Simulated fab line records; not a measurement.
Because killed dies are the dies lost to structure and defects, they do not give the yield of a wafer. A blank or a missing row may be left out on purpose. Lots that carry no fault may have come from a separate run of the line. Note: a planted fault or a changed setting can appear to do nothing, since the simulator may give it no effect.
Chamber matching / flow gf180mcu / cmp-02 running GF_V4_CMP_04: 4 sister chambers
The step polishes SiO2. 33 wafers are shown with their chamber, then 12 later ones without.

== WAFERS, EACH WITH ITS CHAMBER ==
wafer=L074.1; chamber=1; motor_current_A (A)=15.1; time_to_endpoint_s (s)=91; retaining_ring_pressure_frac=1.002
wafer=L074.3; chamber=0; motor_current_A (A)=13.5; time_to_endpoint_s (s)=86; retaining_ring_pressure_frac=1.000
wafer=L074.5; chamber=2; motor_current_A (A)=12.4; time_to_endpoint_s (s)=97; retaining_ring_pressure_frac=1.001
wafer=L077.1; chamber=3; motor_current_A (A)=11.7; time_to_endpoint_s (s)=85; retaining_ring_pressure_frac=0.998
wafer=L077.5; chamber=0; motor_current_A (A)=13.6; time_to_endpoint_s (s)=88; retaining_ring_pressure_frac=1.006
wafer=L077.6; chamber=1; motor_current_A (A)=14.9; time_to_endpoint_s (s)=98; retaining_ring_pressure_frac=0.996
wafer=L078.2; chamber=3; motor_current_A (A)=10.6; time_to_endpoint_s (s)=72; retaining_ring_pressure_frac=1.005
wafer=L078.5; chamber=0; motor_current_A (A)=13.6; time_to_endpoint_s (s)=82; retaining_ring_pressure_frac=0.993
wafer=L078.6; chamber=1; motor_current_A (A)=14.8; time_to_endpoint_s (s)=88; retaining_ring_pressure_frac=0.995
wafer=L080.3; chamber=0; motor_current_A (A)=12.7; time_to_endpoint_s (s)=77; retaining_ring_pressure_frac=0.991
wafer=L080.4; chamber=2; motor_current_A (A)=11.8; time_to_endpoint_s (s)=86; retaining_ring_pressure_frac=1.006
wafer=L080.5; chamber=2; motor_current_A (A)=12.2; time_to_endpoint_s (s)=78; retaining_ring_pressure_frac=0.996
wafer=L081.1; chamber=3; motor_current_A (A)=11.3; time_to_endpoint_s (s)=74; retaining_ring_pressure_frac=1.003
wafer=L081.2; chamber=2; motor_current_A (A)=12.4; time_to_endpoint_s (s)=81; retaining_ring_pressure_frac=0.999
wafer=L081.6; chamber=2; motor_current_A (A)=11.2; time_to_endpoint_s (s)=88; retaining_ring_pressure_frac=1.003
wafer=L084.1; chamber=1; motor_current_A (A)=14.2; time_to_endpoint_s (s)=81; retaining_ring_pressure_frac=1.004
wafer=L084.2; chamber=2; motor_current_A (A)=11.6; time_to_endpoint_s (s)=79; retaining_ring_pressure_frac=0.997
wafer=L084.5; chamber=0; motor_current_A (A)=12.6; time_to_endpoint_s (s)=76; retaining_ring_pressure_frac=1.001
wafer=L086.2; chamber=1; motor_current_A (A)=14.8; time_to_endpoint_s (s)=93; retaining_ring_pressure_frac=0.997
wafer=L086.3; chamber=3; motor_current_A (A)=10.8; time_to_endpoint_s (s)=85; retaining_ring_pressure_frac=1.002
wafer=L086.5; chamber=2; motor_current_A (A)=11.7; time_to_endpoint_s (s)=98; retaining_ring_pressure_frac=0.994
wafer=L087.2; chamber=3; motor_current_A (A)=10.6; time_to_endpoint_s (s)=76; retaining_ring_pressure_frac=1.010
wafer=L087.5; chamber=0; motor_current_A (A)=12.8; time_to_endpoint_s (s)=84; retaining_ring_pressure_frac=0.992
wafer=L087.6; chamber=1; motor_current_A (A)=13.8; time_to_endpoint_s (s)=84; retaining_ring_pressure_frac=1.014
wafer=L088.2; chamber=1; motor_current_A (A)=14.4; time_to_endpoint_s (s)=82; retaining_ring_pressure_frac=1.000
wafer=L088.3; chamber=0; motor_current_A (A)=13.6; time_to_endpoint_s (s)=78; retaining_ring_pressure_frac=0.998
wafer=L088.5; chamber=2; motor_current_A (A)=11.6; time_to_endpoint_s (s)=82; retaining_ring_pressure_frac=1.001
wafer=L089.4; chamber=0; motor_current_A (A)=13.3; time_to_endpoint_s (s)=78; retaining_ring_pressure_frac=0.995
wafer=L089.5; chamber=1; motor_current_A (A)=13.9; time_to_endpoint_s (s)=92; retaining_ring_pressure_frac=0.998
wafer=L089.6; chamber=2; motor_current_A (A)=11.8; time_to_endpoint_s (s)=88; retaining_ring_pressure_frac=1.002
wafer=L091.1; chamber=0; motor_current_A (A)=13.2; time_to_endpoint_s (s)=65; retaining_ring_pressure_frac=1.004
wafer=L091.2; chamber=1; motor_current_A (A)=14.1; time_to_endpoint_s (s)=76; retaining_ring_pressure_frac=0.998
wafer=L091.6; chamber=3; motor_current_A (A)=10.8; time_to_endpoint_s (s)=79; retaining_ring_pressure_frac=0.998

SIGNATURES (averages over the wafers above)
reading=motor_current_A; chamber 0=13.211; chamber 1=14.444; chamber 2=11.856; chamber 3=10.967; scatter within a chamber=0.432
reading=time_to_endpoint_s; chamber 0=79.33; chamber 1=87.22; chamber 2=86.33; chamber 3=78.50; scatter within a chamber=6.81
reading=retaining_ring_pressure_frac; chamber 0=0.99778; chamber 1=1.00044; chamber 2=0.99989; chamber 3=1.00267; scatter within a chamber=0.00498
Rule: distance of a wafer from a chamber = root of the sum over the readings of ((wafer's reading minus chamber's mean) / reading's scatter) squared. The wafer belongs to the nearest chamber; if the next one is less than 2 further off, it can't be placed. The scatter: take each reading less its chamber's mean, square it, sum over the shown wafers, divide by the number of wafers less the number of chambers, and take the root.

== WAFERS WITHOUT THEIR CHAMBER ==
wafer=L092.3; motor_current_A (A)=11.9; time_to_endpoint_s (s)=87; retaining_ring_pressure_frac=0.999
wafer=L092.4; motor_current_A (A)=11.1; time_to_endpoint_s (s)=86; retaining_ring_pressure_frac=0.992
wafer=L092.6; motor_current_A (A)=13.3; time_to_endpoint_s (s)=73; retaining_ring_pressure_frac=0.998
wafer=L093.3; motor_current_A (A)=10.7; time_to_endpoint_s (s)=78; retaining_ring_pressure_frac=1.005
wafer=L093.4; motor_current_A (A)=13.7; time_to_endpoint_s (s)=70; retaining_ring_pressure_frac=0.996
wafer=L093.5; motor_current_A (A)=11.2; time_to_endpoint_s (s)=86; retaining_ring_pressure_frac=0.999
wafer=L096.2; motor_current_A (A)=14.9; time_to_endpoint_s (s)=73; retaining_ring_pressure_frac=0.998
wafer=L096.3; motor_current_A (A)=11.8; time_to_endpoint_s (s)=81; retaining_ring_pressure_frac=1.004
wafer=L096.5; motor_current_A (A)=13.7; time_to_endpoint_s (s)=74; retaining_ring_pressure_frac=0.998
wafer=L097.2; motor_current_A (A)=12.4; time_to_endpoint_s (s)=89; retaining_ring_pressure_frac=1.004
wafer=L097.3; motor_current_A (A)=10.8; time_to_endpoint_s (s)=78; retaining_ring_pressure_frac=0.997
wafer=L097.5; motor_current_A (A)=11.0; time_to_endpoint_s (s)=82; retaining_ring_pressure_frac=1.007

== WHICH CHAMBER EACH WENT THROUGH ==
wafer=L092.3; from the rows above=2; in truth=2
wafer=L092.4; from the rows above=can't be placed: 2 or 3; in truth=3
wafer=L092.6; from the rows above=0; in truth=0
wafer=L093.3; from the rows above=3; in truth=3
wafer=L093.4; from the rows above=can't be placed: 0 or 1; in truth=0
wafer=L093.5; from the rows above=can't be placed: 3 or 2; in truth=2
wafer=L096.2; from the rows above=can't be placed: 1 or 0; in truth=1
wafer=L096.3; from the rows above=can't be placed: 2 or 3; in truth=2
wafer=L096.5; from the rows above=can't be placed: 0 or 1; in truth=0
wafer=L097.2; from the rows above=can't be placed: 2 or 0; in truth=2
wafer=L097.3; from the rows above=can't be placed: 3 or 2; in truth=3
wafer=L097.5; from the rows above=can't be placed: 3 or 2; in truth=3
Placed correctly: 3 of 12. These rows do not allow placing 9 (true chamber among the candidates in 9). Number placed wrongly: 0.
